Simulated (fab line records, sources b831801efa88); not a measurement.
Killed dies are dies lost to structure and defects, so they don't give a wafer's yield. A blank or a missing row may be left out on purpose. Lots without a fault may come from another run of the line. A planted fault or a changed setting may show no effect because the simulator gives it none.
Chamber matching | flow gf180mcu | GF_V3_ETCH_16 on rie_diel-02: 4 sister chambers
The step etches BARC in N2/H2. 22 wafers are shown with their chamber, then 11 later ones without.

WAFERS WITH THEIR CHAMBER
wafer  | chamber | drypump_motor_current_A (A) | throttle_valve_pct (%) | n2_flow_sccm (sccm)
L076.2 | 0       | 5.67                        | 13.230                 | 100.23
L076.4 | 3       | 5.73                        | 13.221                 | 100.10
L076.5 | 1       | 5.96                        | 13.216                 | 100.17
L077.3 | 0       | 5.65                        | 13.224                 | 99.77
L077.5 | 1       | 6.03                        | 13.223                 | 99.60
L077.6 | 3       | 5.73                        | 13.234                 | 99.92
L078.1 | 0       | 5.66                        | 13.207                 | 99.85
L078.2 | 1       | 6.00                        | 13.227                 | 100.11
L078.6 | 1       | 5.99                        | 13.226                 | 99.87
L080.1 | 2       | 5.77                        | 13.226                 | 100.29
L080.4 | 1       | 6.03                        | 13.223                 | 100.05
L080.5 | 2       | 5.76                        | 13.230                 | 100.01
L083.1 | 2       | 5.74                        | 13.216                 | 100.32
L083.5 | 2       | 5.72                        | 13.226                 | 99.96
L083.6 | 0       | 5.66                        | 13.219                 | 99.93
L088.2 | 3       | 5.71                        | 13.232                 | 100.20
L088.3 | 2       | 5.74                        | 13.232                 | 100.26
L088.4 | 1       | 6.04                        | 13.233                 | 99.93
L086.1 | 2       | 5.77                        | 13.237                 | 99.84
L086.2 | 1       | 6.02                        | 13.208                 | 100.41
L086.3 | 3       | 5.72                        | 13.220                 | 99.35
L089.1 | 3       | 5.73                        | 13.221                 | 100.11

SIGNATURES (means of the wafers above)
reading                 | chamber 0 | chamber 1 | chamber 2 | chamber 3 | scatter within a chamber
drypump_motor_current_A | 5.6600    | 6.0100    | 5.7500    | 5.7240    | 0.0202
throttle_valve_pct      | 13.22000  | 13.22229  | 13.22783  | 13.22560  | 0.00789
n2_flow_sccm            | 99.9450   | 100.0200  | 100.1133  | 99.9360   | 0.257
Rule: a wafer's distance from a chamber is the root of the sum, over the readings, of the square of ((its reading less the chamber's mean) divided by the reading's scatter). The wafer belongs to the nearest chamber; if the next one is less than 2 further off, it can't be placed. The scatter: the root of (the sum of the squares of (reading less its chamber's mean) over the shown wafers, divided by (wafers less chambers)).

WAFERS WITHOUT THEIR CHAMBER
wafer  | drypump_motor_current_A (A) | throttle_valve_pct (%) | n2_flow_sccm (sccm)
L089.5 | 6.01                        | 13.232                 | 100.11
L089.6 | 5.74                        | 13.222                 | 99.96
L090.2 | 5.96                        | 13.224                 | 99.94
L090.3 | 5.74                        | 13.231                 | 100.17
L090.6 | 5.99                        | 13.232                 | 100.11
L091.3 | 5.68                        | 13.231                 | 100.36
L091.4 | 6.02                        | 13.227                 | 100.19
L091.6 | 5.68                        | 13.228                 | 100.30
L095.1 | 5.99                        | 13.223                 | 100.61
L095.4 | 5.66                        | 13.218                 | 99.90
L095.6 | 5.67                        | 13.236                 | 99.83

WHICH CHAMBER EACH WENT THROUGH
wafer  | from the rows above          | in truth
L089.5 | 1                            | 1
L089.6 | can't be placed: 3 or 2      | 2
L090.2 | 1                            | 1
L090.3 | can't be placed: 2 or 3      | 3
L090.6 | 1                            | 1
L091.3 | can't be placed: 0 or 3 or 2 | 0
L091.4 | 1                            | 1
L091.6 | can't be placed: 0 or 3 or 2 | 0
L095.1 | 1                            | 1
L095.4 | 0                            | 0
L095.6 | can't be placed: 0 or 3      | 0
Placed correctly: 6 of 11. Can't be placed from these rows: 5 (the true chamber is among the candidates in 5). Placed wrongly: 0.
